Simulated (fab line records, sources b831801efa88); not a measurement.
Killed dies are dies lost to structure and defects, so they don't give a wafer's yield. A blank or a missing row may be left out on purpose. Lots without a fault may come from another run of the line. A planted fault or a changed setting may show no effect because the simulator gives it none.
A struck lot beside a sound one | flow sky130 | 16 steps out of a route of 708
Sound: wafers L365.1, L365.4, L365.5. Struck: wafers L363.2, L363.3, L363.5. The cause comes at the end.
At each step with rows: each side's tool, then ch and its chambers, then its first start. Under that, the readings that differ: sound wafers | struck wafers | difference of the means | sigmas: that difference in standard deviations of wafers without a fault.
alike: readings whose means differ by less than 2 such deviations, and words and numbers that are the same on both sides. not compared: withheld readings, readings that some wafer has no value for, bounds like >300 that may hide the same value, and numbers for which the record gives no deviation and whose values overlap.
The two part at a step that has a row with sigmas, a row that says differs or no value, or rows on one side only. Numbers that don't overlap but have no deviation are shown without sigmas and don't part them. A reading that every wafer of one side lacks parts them only if that side has two wafers or more.

SKY_VIA2_CMP_02: polishes SiO2.
  sound on cmp-01 ch 0,2, day 39 19:31; struck on cmp-02 ch 2,3, day 39 01:31
  alike: motor_current_A
SKY_VIA2_BOW_MEAS_03:
  sound on film_metro-03, day 39 19:46; struck on film_metro-03, day 39 01:50
  alike: VIA2_BOW
then, 8 steps without rows for these wafers: SKY_VIA2_DEHYDRATE_04 (time 60 s); SKY_VIA2_HMDS_05 (prime time 60 s); SKY_VIA2_COAT_06 (resist thk 60 nm); SKY_VIA2_COAT_07 (resist thk 450 nm); SKY_VIA2_SOFTBAKE_08 (time 90 s); SKY_VIA2_EXPOSE_09 (exposes mask VIM2, target cd 200 nm); SKY_VIA2_PEB_10; SKY_VIA2_DEVELOP_11 (develop time 60 s).
SKY_VIA2_CD_MEAS_12: target cd 200 nm.
  sound on cd_sem-02, day 40 20:23; struck on cd_sem-01, day 40 02:32
  alike: cd_nm
SKY_VIA2_OVL_MEAS_13:
  sound on overlay-02, day 40 20:31; struck on overlay-02, day 40 02:38
  reading       | sound       | struck  | difference | sigmas
  VIA2_OVL (nm) | -17 -13 -16 | -4 1 -5 | +13        | +2
SKY_VIA2_ETCH_14: etches BARC in N2/H2, stops on SiO2, time 45.9 s, target depth 60 nm.
  sound on rie_diel-03 ch 1,3, day 40 20:33; struck on rie_diel-02 ch 0,2,3, day 40 02:40
  reading                                     | sound           | struck          | difference | sigmas
  model.KrF-thick_of_VIA2_COAT_07.thk_nm (nm) | 394 394.8 396.4 | 400.6 400.5 398 | +4.6       |
  alike: drypump_motor_current_A, oes_product_au, rf_fwd_power_W, throttle_valve_pct
  not compared: rf_hours_counter_h
SKY_VIA2_ETCH_15: etches SiO2 in C4F8/O2/Ar, stops on TiN, target depth 546 nm, time 84 s.
  sound on rie_diel-03 ch 1,3, day 40 20:35; struck on rie_diel-02 ch 0,2,3, day 40 02:43
  reading                                     | sound             | struck            | difference | sigmas
  model.KrF-thick_of_VIA2_COAT_07.thk_nm (nm) | 282.7 286.3 287.7 | 293.2 289.8 289.6 | +5.3       |
  alike: oes_product_au, rf_fwd_power_W
  not compared: rf_hours_counter_h
SKY_VIA2_STRIP_16: strips in O2/N2.
  sound on plasma_asher-04 ch 0, day 40 20:40; struck on plasma_asher-04 ch 0,1, day 40 02:46
  alike: drypump_motor_current_A, oes_product_au, strip_time_to_endpoint_s
  not compared: rf_hours_counter_h
-- the record jumps here: 9 days lie between the struck wafers' starts before and after (it left off in module VIA2 and takes up again in module PAD_OPEN, whose first step shown is number 708 of the route) --
SKY_PAD_OPEN_PROBE_99:
  sound on prober-02, day 49 09:34; struck on prober-02, day 48 22:08
  alike: defect_limited_yield, killed_at_M0_to_M3, killed_at_M4_up, killed_at_contacts, killed_at_front_end, killed_at_other, killed_dies, killed_on_rim, killed_open, killed_short, sort_bin_3_pad_short, sort_bin_5_function, sort_bin_6_memory, sort_n_pass, sort_yield_pct

WHERE THEY PART
Only at SKY_VIA2_OVL_MEAS_13, within this record. Later steps at which nothing parts them and some readings are alike: SKY_VIA2_ETCH_14, SKY_VIA2_ETCH_15, SKY_VIA2_STRIP_16, SKY_PAD_OPEN_PROBE_99.

WHY: what the simulator had put in
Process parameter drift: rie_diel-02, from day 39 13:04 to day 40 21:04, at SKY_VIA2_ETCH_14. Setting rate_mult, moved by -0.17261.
